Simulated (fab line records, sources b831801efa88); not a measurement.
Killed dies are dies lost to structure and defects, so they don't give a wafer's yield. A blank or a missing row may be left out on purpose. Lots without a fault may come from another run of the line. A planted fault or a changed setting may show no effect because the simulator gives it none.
fab line records | flow sfq_line
record lots=14 wafers=42 last_day=82
route steps=325 shown JJ@189 R5@224 M6@264 I6@278
lots that met no fault: from a run of the same line without faults
start_h: hours from the record's first day to the start of the lot's first wafer shown | wait_h: hours since the lot's step before | " the same as in the row above | L1.1+2: a row that stands for several wafers | - no value, or no start given | * or withheld: withheld | < > ~ a bound
route shown NAME@n: a module of which the file shows steps, and the number in the route of the first | usual: mean/standard deviation of fault-free wafers | same: alike in all rows | chamber/n: place in a boat | sites: the reading at each site | _std_site: their standard deviation | _edge_site: outer sites' mean less inner sites' | radius_mm: how far each site lies from the wafer's centre | mask NAME#n: copy n | behind: the tool/chamber that last shaped the wafer | hold: why the lot was held/for how many hours/how that ended | device: the transistor (n, p or np) that didn't switch | end of line: the same wafers' tests at the end of the route | a step without rows: its recipe alone | killed: dies lost to structure and defects at the first sort, not the wafer's yield | map: a wafer's dies, x killed, . not, _ none there
set.NAME: the setting as run; set.NAME@STEP: as run at that earlier step | model.NAME: the simulator's own value behind a step, which no gauge read
steps of the route over a sample of lots; a table a step, a row a wafer
services: from which hour (start_h, from the record's first day; less than 0 if before it) a tool's chamber was out of use, for how many hours, and why
## steps
# step SFQ_TRILAYER_JJ_CE_LITHO_PEB_117
# recipe peb_temp_c=115 peb_time_s=60 resist=KrF
# usual resist_line_temp_C=22.99/0.094
# columns lot.wafer tool chamber start_h wait_h resist_line_temp_C
L944.1 litho_track-04 0 1249.75 1.0 22.92
L944.2 " 0 " " 23.06
L944.5 " 0 " " 23.04
L945.1 litho_track-02 0 1253.48 1.0 23.01
L945.2 " 0 " " 23.13
L945.3 " 0 " " 23.05
L946.2 litho_track-04 0 1254.70 0.8 23.14
L946.4 " 0 " " 22.99
L946.6 " 0 " " 23.09
L947.3 litho_track-01 0 1267.93 0.7 22.98
L947.4 " 0 " " 23.03
L947.6 " 0 " " 23.03
L951.2 litho_track-04 0 1277.50 0.8 23.03
L951.3 " 0 " " 23.04
L951.6 " 0 " " 23.07
L953.4 litho_track-01 0 1282.35 0.5 23.03
L953.5 " 0 " " 22.99
L953.6 " 0 " " 22.95
L954.1 litho_track-01 0 1287.08 1.0 22.97
L954.3 " 0 " " 22.92
L954.6 " 0 " " 22.83
L955.2 litho_track-01 0 1291.90 0.8 22.77
L955.5 " 0 " " 22.92
L955.6 " 0 " " 23.04
L956.1 litho_track-01 0 1343.48 1.0 22.77
L956.3 " 0 " " 22.93
L956.4 " 0 " " 22.90
L957.3 litho_track-04 0 1351.39 0.7 23.02
L957.4 " 0 " " 22.94
L957.5 " 0 " " 22.84
L958.2 litho_track-04 0 1353.77 0.8 22.90
L958.4 " 0 " " 22.99
L958.5 " 0 " " 22.86
L959.2 litho_track-04 0 1360.97 0.8 23.03
L959.5 " 0 " " 23.19
L959.6 " 0 " " 23.15
L960.1 litho_track-04 0 1370.54 1.0 23.05
L960.5 " 0 " " 23.01
L960.6 " 0 " " 22.98
L967.2 litho_track-02 0 1548.29 0.8 22.97
L967.3 " 0 " " 23.02
L967.4 " 0 " " 23.01
# step SFQ_TRILAYER_JJ_CE_METRO_MEASURE_117
# usual cd_nm=700.1/1.4
# columns lot.wafer tool chamber start_h wait_h cd_nm
L944.1 cd_sem-02 - 1250.09 0.0 697.6
L944.2 " - " " 698.0
L944.5 " - " " 698.3
L945.1 cd_sem-02 - 1253.81 0.0 700.7
L945.2 " - " " 700.7
L945.3 " - " " 699.8
L946.2 cd_sem-01 - 1255.21 0.2 700.7
L946.4 " - " " 699.7
L946.6 " - " " 700.8
L947.3 cd_sem-01 - 1268.61 0.4 702.1
L947.4 " - " " 702.2
L947.6 " - " " 702.1
L951.2 cd_sem-01 - 1278.01 0.2 698.7
L951.3 " - " " 698.3
L951.6 " - " " 698.5
L953.4 cd_sem-01 - 1283.21 0.6 698.2
L953.5 " - " " 698.1
L953.6 " - " " 699.5
L954.1 cd_sem-02 - 1287.41 0.0 700.5
L954.3 " - " " 701.2
L954.6 " - " " 701.1
L955.2 cd_sem-01 - 1292.41 0.2 701.6
L955.5 " - " " 701.6
L955.6 " - " " 703.0
L956.1 cd_sem-02 - 1343.81 0.0 698.8
L956.3 " - " " 697.1
L956.4 " - " " 699.0
L957.3 cd_sem-01 - 1352.08 0.4 702.3
L957.4 " - " " 701.4
L957.5 " - " " 701.8
L958.2 cd_sem-02 - 1354.28 0.2 702.8
L958.4 " - " " 701.4
L958.5 " - " " 703.0
L959.2 cd_sem-01 - 1361.48 0.2 654.1
L959.5 " - " " 654.1
L959.6 " - " " 653.1
L960.1 cd_sem-02 - 1370.88 0.0 653.5
L960.5 " - " " 654.6
L960.6 " - " " 652.5
L967.2 cd_sem-01 - 1548.80 0.2 700.3
L967.3 " - " " 698.9
L967.4 " - " " 699.4
# step SFQ_TRILAYER_R5_BARC_OPEN_METAL_ETCH_177
# recipe mask_material=PR chemistry=O2 target_depth_nm=125 target=BARC icp_w=600 bias_w=80 pressure_mtorr=10 time_s=41.7
# usual drypump_motor_current_A=5.5/0.56 oes_product_au=0.685/0.0046
# columns lot.wafer tool chamber start_h wait_h drypump_motor_current_A oes_product_au rf_hours_counter_h
L944.1 rie_metal-03 0 1399.48 0.0 6.0 0.683 12
L944.2 " 1 " " 5.0 0.684 36
L944.5 " 1 " " 5.0 0.681 -
L945.1 rie_metal-03 0 1401.88 0.0 6.1 0.684 13
L945.2 " 1 " " 4.9 0.683 37
L945.3 " 1 " " 4.9 0.688 -
L946.2 rie_metal-03 1 1404.28 0.0 4.9 0.683 37
L946.4 " 1 " " 4.9 0.687 -
L946.6 " 0 " " 6.1 0.687 -
L947.3 rie_metal-04 1 1425.37 0.0 5.0 0.686 -
L947.4 " 0 " " 5.3 0.682 -
L947.6 " 1 " " 5.0 0.684 -
L951.2 rie_metal-04 0 1436.15 0.0 5.3 0.679 66
L951.3 " 1 " " 5.0 0.674 -
L951.6 " 1 " " 5.0 0.686 -
L953.4 rie_metal-04 0 1444.61 0.1 5.2 0.690 -
L953.5 " 0 " " 5.3 0.678 -
L953.6 " 0 " " 5.3 0.681 -
L954.1 rie_metal-02 0 1446.95 0.0 6.5 0.685 59
L954.3 " 0 " " 6.5 0.684 -
L954.6 " 0 " " 6.4 0.684 -
L955.2 rie_metal-02 0 1451.22 0.0 6.4 0.684 -
L955.5 " 0 " " 6.5 0.683 -
L955.6 " 0 " " 6.4 0.683 -
L956.1 rie_metal-04 1 1601.77 0.0 5.0 0.693 12
L956.3 " 1 " " 5.0 0.684 -
L956.4 " 0 " " 5.3 0.685 -
L957.3 rie_metal-03 1 1611.81 0.0 4.9 0.684 -
L957.4 " 0 " " 6.1 0.689 -
L957.5 " 0 " " 6.1 0.677 -
L958.2 rie_metal-03 1 1614.19 0.0 5.0 0.689 64
L958.4 " 0 " " 6.1 0.686 -
L958.5 " 0 " " 6.0 0.686 -
L959.2 rie_metal-02 0 1615.39 0.0 6.5 0.688 80
L959.5 " 0 " " 6.5 0.677 -
L959.6 " 1 " " 5.6 0.678 -
L960.1 rie_metal-03 1 1616.59 0.0 4.9 0.689 64
L960.5 " 1 " " 4.9 0.691 -
L960.6 " 0 " " 6.0 0.686 -
L967.2 rie_metal-03 0 1678.64 0.0 6.1 0.678 52
L967.3 " 1 " " 4.9 0.692 -
L967.4 " 0 " " 6.0 0.685 -
# step SFQ_TRILAYER_M6_STRIP_STRIP_163
# recipe gas=O2 power_w=200 platen_temp_c=40 overash_fraction=0.65 chemistry=O2 pressure_mtorr=50
# usual drypump_motor_current_A=5.5/0.44 oes_product_au=0.999/0.0074
# columns lot.wafer tool chamber start_h wait_h drypump_motor_current_A oes_product_au rf_hours_counter_h
L944.1 rie_metal-04 1 1466.34 0.1 5.0 1.008 2
L944.2 " 0 " " 5.3 1.019 75
L944.5 " 1 " " 5.0 1.009 -
L945.1 rie_metal-04 0 1587.90 0.1 5.3 1.013 89
L945.2 " 1 " " 5.0 1.005 10
L945.3 " 0 " " 5.2 1.009 -
L946.2 rie_metal-03 0 1594.75 0.1 6.0 0.991 37
L946.4 " 1 " " 5.0 0.980 -
L946.6 " 1 " " 4.9 1.002 -
L947.3 rie_metal-03 1 1631.37 0.2 5.0 0.997 -
L947.4 " 0 " " 6.0 0.999 -
L947.6 " 1 " " 5.0 0.995 -
L951.2 rie_metal-03 1 1643.19 0.1 5.0 0.997 70
L951.3 " 0 " " 6.0 0.995 -
L951.6 " 0 " " 6.0 0.996 -
L953.4 rie_metal-01 1 1652.99 0.2 5.5 0.989 -
L953.5 " 0 " " 6.1 0.999 -
L953.6 " 1 " " 5.6 0.998 -
L954.1 rie_metal-04 1 1657.59 0.1 5.0 0.998 21
L954.3 " 1 " " 5.0 1.008 -
L954.6 " 0 " " 5.2 1.006 -
L955.2 rie_metal-01 1 1658.89 0.1 5.5 0.988 40
L955.5 " 1 " " 5.5 1.000 -
L955.6 " 0 " " 6.1 1.007 -
L956.1 rie_metal-04 1 1695.62 0.1 5.0 1.001 27
L956.3 " 0 " " 5.3 1.013 -
L956.4 " 1 " " 5.0 1.009 -
L957.3 rie_metal-03 1 1704.22 0.2 5.0 0.987 -
L957.4 " 0 " " 6.1 1.000 -
L957.5 " 1 " " 5.0 1.007 -
L958.2 rie_metal-01 0 1706.42 0.1 6.1 1.000 101
L958.4 " 1 " " 5.5 0.997 -
L958.5 " 1 " " 5.5 1.003 -
L959.2 rie_metal-01 0 1707.62 0.1 6.1 1.012 101
L959.5 " 0 " " 6.1 1.006 -
L959.6 " 1 " " 5.5 0.992 -
L960.1 rie_metal-03 1 1710.02 0.1 5.0 0.997 84
L960.5 " 0 " " 6.0 0.999 -
L960.6 " 1 " " 5.0 0.996 -
L967.2 rie_metal-04 0 1763.46 0.1 5.3 1.013 116
L967.3 " 1 " " 5.0 1.001 -
L967.4 " 0 " " 5.2 0.996 -
# step SFQ_TRILAYER_I6_VIA_ETCH_VIA_ETCH_172
# recipe target=SiO2 stop_on=Nb mask_material=PR taper_deg=20 chemistry=CHF3 target_depth_nm=260 source_w=500 bias_w=80 pressure_mtorr=30 time_s=withheld
# usual drypump_motor_current_A=5.8/0.58 oes_product_au=0.854/0.0046
# columns lot.wafer tool chamber start_h wait_h drypump_motor_current_A oes_product_au
L944.1 rie_diel-04 2 1613.03 0.0 5.6 0.856
L944.2 " 1 " " 6.3 0.850
L944.5 " 2 " " 5.6 0.846
L945.1 rie_diel-04 2 1633.43 0.0 5.6 0.860
L945.2 " 0 " " 5.5 0.850
L945.3 " 3 " " 6.2 0.858
L946.2 rie_diel-03 1 1637.03 0.0 6.5 0.862
L946.4 " 2 " " 6.5 0.865
L946.6 " 1 " " 6.5 0.845
L947.3 rie_diel-03 2 1662.24 0.0 6.5 0.849
L947.4 " 3 " " 5.2 0.848
L947.6 " 2 " " 6.5 0.855
L951.2 rie_diel-03 1 1681.08 0.0 6.5 0.859
L951.3 " 3 " " 5.2 0.848
L951.6 " 1 " " 6.5 0.846
L953.4 rie_diel-02 3 1691.88 0.0 5.8 0.859
L953.5 " 3 " " 5.8 0.851
L953.6 " 2 " " 5.6 0.865
L954.1 rie_diel-02 1 1697.88 0.0 4.8 0.856
L954.3 " 0 " " 6.4 0.852
L954.6 " 3 " " 5.8 0.850
L955.2 rie_diel-04 1 1700.28 0.0 6.2 0.852
L955.5 " 2 " " 5.7 0.849
L955.6 " 1 " " 6.2 0.854
L956.1 rie_diel-02 2 1727.68 0.0 5.6 0.859
L956.3 " 3 " " 5.8 0.857
L956.4 " 1 " " 4.8 0.857
L957.3 rie_diel-04 1 1731.28 0.0 6.3 0.853
L957.4 " 1 " " 6.2 0.851
L957.5 " 0 " " 5.5 0.854
L958.2 rie_diel-03 2 1733.68 0.0 6.5 0.852
L958.4 " 0 " " 5.1 0.847
L958.5 " 1 " " 6.5 0.853
L959.2 rie_diel-02 2 1734.88 0.0 5.6 0.856
L959.5 " 2 " " 5.6 0.855
L959.6 " 1 " " 4.8 0.854
L960.1 rie_diel-03 3 1736.08 0.0 5.2 0.859
L960.5 " 0 " " 5.1 0.851
L960.6 " 3 " " 5.2 0.853
L967.2 rie_diel-04 1 1795.72 0.0 6.2 0.850
L967.3 " 3 " " 6.3 0.855
L967.4 " 2 " " 5.7 0.857
## services
# columns tool chamber start_h hours kind
cd_sem-02 - 1231.47 0.6 pm
cd_sem-01 - 1253.17 1.4 pm
rie_metal-03 0 1267.37 15.5 repair
cd_sem-02 - 1321.08 0.6 pm
rie_metal-04 0 1340.96 3.7 repair
cd_sem-01 - 1345.08 0.6 pm
cd_sem-01 - 1360.71 0.4 pm
cd_sem-01 - 1364.33 65.0 repair
cd_sem-01 - 1429.33 0.9 pm
cd_sem-01 - 1438.69 0.9 pm
rie_metal-04 0 1467.35 1.2 repair
cd_sem-01 - 1471.09 3.0 pm
rie_metal-04 1 1516.00 26.5 repair
cd_sem-01 - 1529.08 0.5 pm
cd_sem-01 - 1544.71 0.6 pm
cd_sem-01 - 1613.81 33.8 pm
cd_sem-01 - 1647.64 0.7 pm
cd_sem-01 - 1673.99 1.0 pm
rie_metal-04 - 1699.03 14.6 pm
cd_sem-01 - 1713.08 0.5 pm
rie_metal-04 - 1713.63 1.4 pm
rie_metal-04 0 1719.21 1.7 repair
cd_sem-01 - 1728.71 0.6 pm
rie_metal-04 0 1790.95 6.4 repair
## key
first_sign step=SFQ_TRILAYER_JJ_CE_METRO_MEASURE_117 reading=cd_nm direction=down sigmas=33 usual=700.1 struck=653.6
effect none on later readings
met_at SFQ_TRILAYER_JJ_CE_LITHO_PEB_117
struck_lots L959,L960
not_acting_at SFQ_TRILAYER_R5_BARC_OPEN_METAL_ETCH_177,SFQ_TRILAYER_M6_STRIP_STRIP_163,SFQ_TRILAYER_I6_VIA_ETCH_VIA_ETCH_172
onset_between 1353.77 1360.97
fault kind=process_parameter_drift tool=litho_track-04 chamber=- onset_h=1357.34 steps=SFQ_TRILAYER_JJ_CE_LITHO_PEB_117 channel=peb_time_s offset=* shape=step end_h=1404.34 acts_in=* stated=*
